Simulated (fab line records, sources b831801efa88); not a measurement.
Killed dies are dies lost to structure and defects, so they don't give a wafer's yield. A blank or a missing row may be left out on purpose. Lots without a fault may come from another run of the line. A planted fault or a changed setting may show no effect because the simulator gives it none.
fab line records | flow sky130
record lots=7 wafers=21 last_day=50
route steps=708 shown SONOS_TUNNEL@165 SONOS_ONO@168 PAD_OPEN@708
lots that met no fault: from a run of the same line without faults
start_h: hours from the record's first day to the start of the lot's first wafer shown | wait_h: hours since the lot's step before | " the same as in the row above | L1.1+2: a row that stands for several wafers | - no value, or no start given | * or withheld: withheld | < > ~ a bound
route shown NAME@n: a module of which the file shows steps, and the number in the route of the first | usual: mean/standard deviation of fault-free wafers | same: alike in all rows | chamber/n: place in a boat | sites: the reading at each site | _std_site: their standard deviation | _edge_site: outer sites' mean less inner sites' | radius_mm: how far each site lies from the wafer's centre | mask NAME#n: copy n | behind: the tool/chamber that last shaped the wafer | hold: why the lot was held/for how many hours/how that ended | device: the transistor (n, p or np) that didn't switch | end of line: the same wafers' tests at the end of the route | a step without rows: its recipe alone | killed: dies lost to structure and defects at the first sort, not the wafer's yield | map: a wafer's dies, x killed, . not, _ none there
set.NAME: the setting as run; set.NAME@STEP: as run at that earlier step | model.NAME: the simulator's own value behind a step, which no gauge read
lots at some steps of the route; a table a step, a row a wafer
## steps
# step SKY_SONOS_TUNNEL_STRIP_11
# recipe chemistry=SPM time_s=600 temp_c=130
# step SKY_SONOS_TUNNEL_TW_MEAS_12
# usual SONOS_TUNNEL_TW=197.9/1.2
# columns lot.wafer tool chamber start_h wait_h SONOS_TUNNEL_TW
L108.3 film_metro-01 - 324.45 0.0 199.3
L108.4 " - " " 198.7
L108.6 " - " " 199.3
L110.1 film_metro-04 - 348.17 0.0 197.3
L110.2 " - " " 197.8
L110.6 " - " " 196.9
L111.2 film_metro-01 - 355.87 0.0 199.4
L111.3 " - " " 200.6
L111.5 " - " " 200.3
L116.1 film_metro-04 - 392.87 0.0 197.7
L116.2 " - " " 196.9
L116.3 " - " " 199.3
L117.1 film_metro-02 - 402.29 0.0 196.7
L117.2 " - " " 197.6
L117.4 " - " " 196.3
L119.1 film_metro-02 - 420.12 0.0 195.3
L119.3 " - " " 197.1
L119.6 " - " " 197.3
L120.3 film_metro-02 - 425.23 0.0 196.5
L120.4 " - " " 197.0
L120.6 " - " " 196.7
# step SKY_SONOS_TUNNEL_CLEAN_13
# recipe chemistry=dHF time_s=20 dilution=100:1 dry=ipa_marangoni
# step SKY_SONOS_ONO_OXIDATION_00
# recipe temp_c=800 ambient=O2 idle_temp_c=700 ramp_up_c_per_min=10 ramp_down_c_per_min=3 stabilise_s=600 purge_s=300 target_thk_a=26 ox_time_s=1249
# step SKY_SONOS_ONO_THK_MEAS_01
# recipe reads=SiO2_of_SONOS_ONO_OXIDATION_00
# usual SONOS_ONO_OXIDATION_THK=2.56/0.067
# columns lot.wafer tool chamber start_h wait_h SONOS_ONO_OXIDATION_THK[nm]
L108.3 film_metro-03 - 325.87 0.0 2.54
L108.4 " - " " 2.59
L108.6 " - " " 2.56
L110.1 film_metro-03 - 349.67 0.0 2.44
L110.2 " - " " 2.53
L110.6 " - " " 2.52
L111.2 film_metro-02 - 357.29 0.0 2.58
L111.3 " - " " 2.56
L111.5 " - " " 2.53
L116.1 film_metro-01 - 397.14 0.0 2.58
L116.2 " - " " 2.66
L116.3 " - " " 2.54
L117.1 film_metro-02 - 405.09 0.0 2.67
L117.2 " - " " 2.62
L117.4 " - " " 2.60
L119.1 film_metro-01 - 422.38 0.0 2.65
L119.3 " - " " 2.55
L119.6 " - " " 2.63
L120.3 film_metro-02 - 428.00 0.0 2.68
L120.4 " - " " 2.64
L120.6 " - " " 2.63
# step SKY_SONOS_ONO_CVD_02
# recipe material=Si3N4 precursor=DCS/NH3 target_thk_nm=10.5 temp_c=770 time_s=180 pressure_mtorr=250
# step SKY_SONOS_ONO_THK_MEAS_03
# recipe reads=Si3N4_of_SONOS_ONO_CVD_02
# usual SONOS_ONO_CVD_02_THK=10.50/0.14
# columns lot.wafer tool chamber start_h wait_h SONOS_ONO_CVD_02_THK[nm]
L108.3 film_metro-01 - 330.60 0.0 10.67
L108.4 " - " " 10.72
L108.6 " - " " 10.79
L110.1 film_metro-02 - 352.24 0.0 10.39
L110.2 " - " " 10.43
L110.6 " - " " 10.37
L111.2 film_metro-03 - 360.96 0.0 10.39
L111.3 " - " " 10.54
L111.5 " - " " 10.37
L116.1 film_metro-03 - 400.86 0.0 10.84
L116.2 " - " " 10.73
L116.3 " - " " 10.65
L117.1 film_metro-01 - 408.20 0.0 10.37
L117.2 " - " " 10.35
L117.4 " - " " 10.27
L119.1 film_metro-02 - 425.89 0.0 10.33
L119.3 " - " " 10.34
L119.6 " - " " 10.48
L120.3 film_metro-03 - 431.80 0.0 10.65
L120.4 " - " " 10.69
L120.6 " - " " 10.73
# step SKY_SONOS_ONO_CVD_04
# recipe material=SiO2 precursor=SiH4/N2O target_thk_nm=5.7199 temp_c=900 pressure_mtorr=400
# step SKY_SONOS_ONO_THK_MEAS_05
# recipe reads=SiO2_of_SONOS_ONO_CVD_04
# usual SONOS_ONO_CVD_04_THK=5.68/0.13
# columns lot.wafer tool chamber start_h wait_h SONOS_ONO_CVD_04_THK[nm]
L108.3 film_metro-03 - 331.91 0.0 5.90
L108.4 " - " " 5.74
L108.6 " - " " 5.92
L110.1 film_metro-01 - 353.55 0.0 5.46
L110.2 " - " " 5.53
L110.6 " - " " 5.50
L111.2 film_metro-01 - 362.27 0.0 5.73
L111.3 " - " " 5.47
L111.5 " - " " 5.73
L116.1 film_metro-03 - 402.17 0.0 5.57
L116.2 " - " " 5.59
L116.3 " - " " 5.58
L117.1 film_metro-01 - 409.51 0.0 5.75
L117.2 " - " " 5.83
L117.4 " - " " 5.70
L119.1 film_metro-03 - 427.20 0.0 5.71
L119.3 " - " " 5.66
L119.6 " - " " 5.81
L120.3 film_metro-03 - 433.73 0.0 5.83
L120.4 " - " " 5.95
L120.6 " - " " 5.90
# step SKY_SONOS_ONO_DEHYDRATE_06
# recipe temp_c=200 time_s=60
# step SKY_SONOS_ONO_HMDS_07
# recipe prime_time_s=60 prime_temp_c=120
# step SKY_SONOS_ONO_COAT_08
# recipe resist=NOVOLAK spin_rpm=3000 resist_thk_nm=1140
# step SKY_SONOS_ONO_SOFTBAKE_09
# recipe temp_c=90 time_s=60 resist=NOVOLAK
# usual exhaust_pa=45.0/0.77 heater_power_total_W=56.59/0.045 run_length_s=89.13/0.19
# columns lot.wafer tool chamber start_h wait_h exhaust_pa heater_power_total_W run_length_s
L108.3 litho_track-03 0 345.28 0.1 44.3 58.33 83.89
L108.4 " 0 " " 44.3 58.29 83.85
L108.6 " 0 " " 45.1 58.33 84.04
L110.1 litho_track-03 0 367.38 0.1 45.5 58.35 83.86
L110.2 " 0 " " 43.8 58.44 83.93
L110.6 " 0 " " 46.0 58.39 83.96
L111.2 litho_track-03 0 376.25 0.1 45.4 58.29 83.81
L111.3 " 0 " " 44.2 58.38 84.23
L111.5 " 0 " " 44.7 58.30 83.83
L116.1 litho_track-02 0 416.36 0.1 45.6 56.58 88.85
L116.2 " 0 " " 45.4 56.50 88.84
L116.3 " 0 " " 45.2 56.62 88.99
L117.1 litho_track-01 0 424.79 0.1 44.1 56.55 89.19
L117.2 " 0 " " 42.7 56.63 89.22
L117.4 " 0 " " 42.8 56.62 89.17
L119.1 litho_track-02 0 441.81 0.1 45.8 56.64 89.22
L119.3 " 0 " " 44.4 56.60 88.89
L119.6 " 0 " " 45.0 56.63 88.75
L120.3 litho_track-03 0 448.88 0.1 45.7 56.54 89.55
L120.4 " 0 " " 45.0 56.58 89.34
L120.6 " 0 " " 45.4 56.56 89.26
# step SKY_SONOS_ONO_EXPOSE_10
# recipe mask_id=ONOM target_cd_nm=410 na=0.6 source_shape=conventional sigma_outer=0.6 dose_mj=150
# step SKY_PAD_OPEN_PROBE_99
# usual killed_at_M0_to_M3=42/7.4 killed_at_M4_up=3.3/2.1 killed_at_contacts=24/5.3 killed_at_front_end=15/4.5 killed_at_other=0.3/0.57 killed_dies=84/10 killed_open=46/7.5 killed_short=38/6.4
# same gross_dies=492 killed_at_back_side=0
# columns lot.wafer tool chamber start_h wait_h killed_at_M0_to_M3 killed_at_M4_up killed_at_contacts killed_at_front_end killed_at_other killed_dies killed_open killed_short
L110.1 prober-02 - 1147.41 0.1 50 0 20 8 0 78 44 34
L110.2 prober-02 - 1147.46 0.1 48 3 14 6 1 72 27 45
L110.6 prober-02 - 1147.66 0.2 44 4 21 21 0 90 42 48
L111.2 prober-02 - 1153.21 0.1 41 3 23 15 0 82 52 30
L111.3 prober-02 - 1153.26 0.2 34 5 22 20 0 81 40 41
L111.5 prober-02 - 1153.36 0.2 41 3 16 19 0 79 44 35
L117.1 prober-01 - 1185.66 0.1 40 9 18 11 0 78 43 35
L117.2 prober-01 - 1185.71 0.1 43 4 22 17 1 87 45 41
L117.4 prober-01 - 1185.81 0.2 45 1 20 17 1 84 37 47
L120.3 prober-01 - 1196.18 0.2 40 1 24 4 0 69 47 22
L120.4 prober-01 - 1196.23 0.2 35 2 18 11 0 66 36 30
L120.6 prober-01 - 1196.33 0.2 38 5 21 15 0 79 37 42
# killed by level:class
L110.1 VIA1:geometric_particle:open=13 VIA2:geometric_particle:open=9 CONTACT:geometric_particle:open=8 METAL1:geometric_particle:short=7 METAL2:geometric_particle:short=6 POLY_GATE:geometric_particle:short=5 LI_CONTACT:geometric_particle:open=4 VIA3:geometric_particle:open=4
L110.2 VIA1:geometric_particle:open=11 VIA2:geometric_particle:open=7 METAL1:geometric_particle:short=7 CONTACT:geometric_particle:short=6 VIA2:geometric_particle:short=5 VIA1:geometric_particle:short=4 METAL3:geometric_particle:short=4 VIA3:geometric_particle:short=4
L110.6 VIA1:geometric_particle:open=9 LI_CONTACT:geometric_particle:open=7 METAL1:geometric_particle:short=7 FIELD_ISO:geometric_particle:short=6 METAL2:geometric_particle:short=6 VIA1:geometric_particle:short=5 POLY_GATE:geometric_particle:short=5 CONTACT:geometric_particle:open=5
L111.2 CONTACT:geometric_particle:open=14 VIA1:geometric_particle:open=9 POLY_GATE:geometric_particle:open=7 METAL1:geometric_particle:short=7 METAL2:geometric_particle:short=6 VIA2:geometric_particle:open=5 VIA3:geometric_particle:open=4 FIELD_ISO:geometric_particle:short=3
L111.3 VIA3:geometric_particle:open=8 LI_CONTACT:geometric_particle:open=7 FIELD_ISO:geometric_particle:short=6 POLY_GATE:geometric_particle:short=5 CONTACT:geometric_particle:open=5 VIA1:geometric_particle:open=5 LOCAL_INTERCONNECT:geometric_particle:short=4 VIA1:geometric_particle:short=4
L111.5 VIA1:geometric_particle:open=11 VIA3:geometric_particle:open=9 VIA1:geometric_particle:short=6 POLY_GATE:geometric_particle:short=5 CONTACT:geometric_particle:open=5 FIELD_ISO:geometric_particle:open=4 POLY_GATE:geometric_particle:open=4 CONTACT:geometric_particle:short=4
L117.1 CONTACT:geometric_particle:open=9 VIA3:geometric_particle:open=6 METAL2:geometric_particle:short=6 METAL4:geometric_particle:short=6 VIA2:geometric_particle:short=5 LI_CONTACT:geometric_particle:open=5 VIA1:geometric_particle:open=5 VIA2:geometric_particle:open=5
L117.2 VIA1:geometric_particle:open=11 VIA2:geometric_particle:open=9 CONTACT:geometric_particle:open=6 METAL1:geometric_particle:short=6 LI_CONTACT:geometric_particle:short=5 FIELD_ISO:geometric_particle:open=4 POLY_GATE:geometric_particle:short=4 LOCAL_INTERCONNECT:geometric_particle:short=4
L117.4 VIA1:geometric_particle:open=9 CONTACT:geometric_particle:open=8 METAL1:geometric_particle:short=7 FIELD_ISO:geometric_particle:short=5 LOCAL_INTERCONNECT:geometric_particle:short=5 METAL2:geometric_particle:short=5 VIA2:geometric_particle:short=5 VIA2:geometric_particle:open=5
L120.3 VIA1:geometric_particle:open=13 LI_CONTACT:geometric_particle:open=9 CONTACT:geometric_particle:open=6 VIA2:geometric_particle:open=6 VIA3:geometric_particle:open=6 METAL2:geometric_particle:short=5 CONTACT:geometric_particle:short=3 METAL1:geometric_particle:short=3
L120.4 VIA1:geometric_particle:open=11 METAL2:geometric_particle:short=6 FIELD_ISO:geometric_particle:short=4 LI_CONTACT:geometric_particle:open=4 CONTACT:geometric_particle:open=4 METAL1:geometric_particle:short=4 VIA2:geometric_particle:open=4 VIA3:geometric_particle:open=4
L120.6 VIA1:geometric_particle:open=11 METAL1:geometric_particle:short=8 CONTACT:geometric_particle:open=6 LOCAL_INTERCONNECT:geometric_particle:short=6 CONTACT:geometric_particle:short=6 POLY_GATE:geometric_particle:short=5 METAL2:geometric_particle:short=5 VIA3:geometric_particle:open=5
## key
first_sign step=SKY_SONOS_ONO_SOFTBAKE_09 reading=heater_power_total_W direction=up sigmas=39 usual=* struck=*
effect step=SKY_SONOS_ONO_SOFTBAKE_09 reading=run_length_s direction=down sigmas=27 usual=* struck=*
met_at SKY_SONOS_ONO_SOFTBAKE_09
struck_wafers L108.3,L108.4,L108.6,L110.1,L110.2,L110.6,L111.2,L111.3,L111.5
tester_left_out L108,L110,L111
fault kind=process_parameter_drift tool=litho_track-03 chamber=- onset_h=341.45 steps=SKY_SONOS_ONO_SOFTBAKE_09 channel=time_s offset=* shape=step end_h=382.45 acts_in=* stated=*
# tester_left_out: of these lots the tester's yield and bins aren't shown, on N5 and GAA mostly nor the transistor test; their killed dies are dies lost to structure and defects alone, not to doping, threshold or leakage, so they don't give the yield
